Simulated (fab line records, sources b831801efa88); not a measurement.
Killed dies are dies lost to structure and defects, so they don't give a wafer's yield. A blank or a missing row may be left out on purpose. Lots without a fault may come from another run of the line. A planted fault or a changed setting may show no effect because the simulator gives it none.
A struck lot beside a sound one | flow sky130 | 15 steps out of a route of 708
Sound: wafers L957.2, L957.4, L957.5. Struck: wafers L960.1, L960.3, L960.5. The cause comes at the end.
At each step with rows: each side's tool, then ch and its chambers, then its first start. Under that, the readings that differ: sound wafers | struck wafers | difference of the means | sigmas: that difference in standard deviations of wafers without a fault.
alike: readings whose means differ by less than 2 such deviations, and words and numbers that are the same on both sides. not compared: withheld readings, readings that some wafer has no value for, bounds like >300 that may hide the same value, and numbers for which the record gives no deviation and whose values overlap.
The two part at a step that has a row with sigmas, a row that says differs or no value, or rows on one side only. Numbers that don't overlap but have no deviation are shown without sigmas and don't part them. A reading that every wafer of one side lacks parts them only if that side has two wafers or more.

first, 4 steps without rows for these wafers: SKY_RES_XHIGH_EXPOSE_04 (exposes mask URPM, target cd 1270 nm); SKY_RES_XHIGH_PEB_05; SKY_RES_XHIGH_DEVELOP_06 (develop time 60 s); SKY_RES_XHIGH_IMPLANT_07.
SKY_RES_XHIGH_STRIP_08: strips in O2/N2.
  sound on plasma_asher-02 ch 0,1, day 31 14:22; struck on plasma_asher-01 ch 0,1, day 32 08:47
  reading                      | sound             | struck            | difference | sigmas
  drypump_motor_current_A (A)  | 5.0 4.8 4.8       | 6.2 6.2 6.0       | +1.3       | +2
  strip_time_to_endpoint_s (s) | 14.18 14.20 14.18 | 14.28 14.33 14.29 | +0.11      | +3
  alike: oes_product_au
  not compared: rf_hours_counter_h
SKY_RES_XHIGH_TW_MEAS_09:
  sound on film_metro-04, day 31 14:29; struck on film_metro-01, day 32 08:53
  reading      | sound          | struck         | difference | sigmas
  RES_XHIGH_TW | 1654 1639 1654 | 1670 1688 1673 | +28        | +3
then, 6 steps without rows for these wafers: SKY_SD_N_DEHYDRATE_00 (time 60 s); SKY_SD_N_HMDS_01 (prime time 60 s); SKY_SD_N_COAT_02 (resist thk 1140 nm); SKY_SD_N_SOFTBAKE_03 (time 60 s); SKY_SD_N_EXPOSE_04 (exposes mask NSDM, target cd 380 nm); SKY_SD_N_PEB_05.
SKY_SD_N_DEVELOP_06: develop time 60 s.
  sound on litho_track-03 ch 0, day 32 16:53; struck on litho_track-03 ch 0, day 33 11:52
SKY_SD_N_CD_MEAS_07: target cd 380 nm.
  sound on cd_sem-02, day 32 17:02; struck on cd_sem-02, day 33 12:01
  reading    | sound             | struck            | difference | sigmas
  cd_nm (nm) | 379.8 379.1 381.6 | 398.5 397.8 398.2 | +18.0      | +7
SKY_SD_N_OVL_MEAS_08:
  sound on overlay-01, day 32 17:08; struck on overlay-01, day 33 12:08
  alike: SD_N_OVL

WHERE THEY PART
First at SKY_RES_XHIGH_STRIP_08; last, within this record, at SKY_SD_N_CD_MEAS_07. Later steps at which nothing parts them and some readings are alike: SKY_SD_N_OVL_MEAS_08.

WHY: what the simulator had put in
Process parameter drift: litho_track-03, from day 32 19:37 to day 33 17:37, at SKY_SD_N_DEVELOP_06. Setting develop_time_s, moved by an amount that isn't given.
